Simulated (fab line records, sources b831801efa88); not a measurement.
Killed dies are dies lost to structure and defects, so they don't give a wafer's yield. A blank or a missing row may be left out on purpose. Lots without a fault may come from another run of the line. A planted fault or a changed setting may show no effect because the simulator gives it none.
A struck lot beside a sound one | flow sky130 | 15 steps out of a route of 708
Sound: wafers L717.2, L717.4, L717.5. Struck: wafers L704.2, L704.3, L704.5. The cause comes at the end.
At each step with rows: each side's tool, then ch and its chambers, then its first start. Under that, the readings that differ: sound wafers | struck wafers | difference of the means | sigmas: that difference in standard deviations of wafers without a fault.
alike: readings whose means differ by less than 2 such deviations, and words and numbers that are the same on both sides. not compared: withheld readings, readings that some wafer has no value for, bounds like >300 that may hide the same value, and numbers for which the record gives no deviation and whose values overlap.
The two part at a step that has a row with sigmas, a row that says differs or no value, or rows on one side only. Numbers that don't overlap but have no deviation are shown without sigmas and don't part them. A reading that every wafer of one side lacks parts them only if that side has two wafers or more.

first, 5 steps without rows for these wafers: SKY_SD_P_COAT_02 (resist thk 1140 nm); SKY_SD_P_SOFTBAKE_03 (time 60 s); SKY_SD_P_EXPOSE_04 (exposes mask PSDM, target cd 380 nm); SKY_SD_P_PEB_05; SKY_SD_P_DEVELOP_06 (develop time 60 s).
SKY_SD_P_CD_MEAS_07: target cd 380 nm.
  sound on cd_sem-01, day 31 13:19; struck on cd_sem-02, day 27 07:15
  alike: cd_nm
SKY_SD_P_OVL_MEAS_08:
  sound on overlay-02, day 31 13:25; struck on overlay-01, day 27 07:22
  alike: SD_P_OVL
then, 1 step without rows for these wafers: SKY_SD_P_IMPLANT_09.
SKY_SD_P_STRIP_10: strips in O2/N2.
  sound on plasma_asher-02 ch 0,1, day 31 13:35; struck on plasma_asher-02 ch 0,1, day 27 07:32
  alike: drypump_motor_current_A, oes_product_au, strip_time_to_endpoint_s
  not compared: rf_hours_counter_h
SKY_SD_P_TW_MEAS_11:
  sound on film_metro-02, day 31 13:42; struck on film_metro-01, day 27 07:39
  alike: SD_P_TW
then, 2 steps without rows for these wafers: SKY_RES_XHIGH_DEHYDRATE_00 (time 60 s); SKY_RES_XHIGH_HMDS_01 (prime time 60 s).
SKY_RES_XHIGH_COAT_02: resist thk 1140 nm.
  sound on litho_track-01 ch 0, day 32 03:01; struck on litho_track-02, day 27 21:20
  no value came back on the struck wafers for chill_plate_temp_C (C), dispense_pressure_kPa (kPa); on the sound wafers chill_plate_temp_C (C) reads 22.90 22.97 23.19
then, 1 step without rows for these wafers: SKY_RES_XHIGH_SOFTBAKE_03 (time 60 s).
-- the record jumps here: 19 days lie between the struck wafers' starts before and after (it left off in module RES_XHIGH and takes up again in module PAD_OPEN, whose first step shown is number 708 of the route) --
SKY_PAD_OPEN_PROBE_99:
  sound on prober-01, day 49 22:07; struck on prober-01, day 47 01:40
  reading         | sound    | struck      | difference | sigmas
  killed_at_other | 0 1 0    | 412 396 405 | +404       | +99 or more
  killed_dies     | 89 95 83 | 492 492 492 | +403       | +43
  killed_on_rim   | 18 14 12 | 96 96 96    | +81        | +22
  alike: killed_at_M0_to_M3, killed_at_M4_up, killed_at_contacts, killed_at_front_end, killed_open, killed_short

WHERE THEY PART
First at SKY_RES_XHIGH_COAT_02; last, within this record, at SKY_PAD_OPEN_PROBE_99.

WHY: what the simulator had put in
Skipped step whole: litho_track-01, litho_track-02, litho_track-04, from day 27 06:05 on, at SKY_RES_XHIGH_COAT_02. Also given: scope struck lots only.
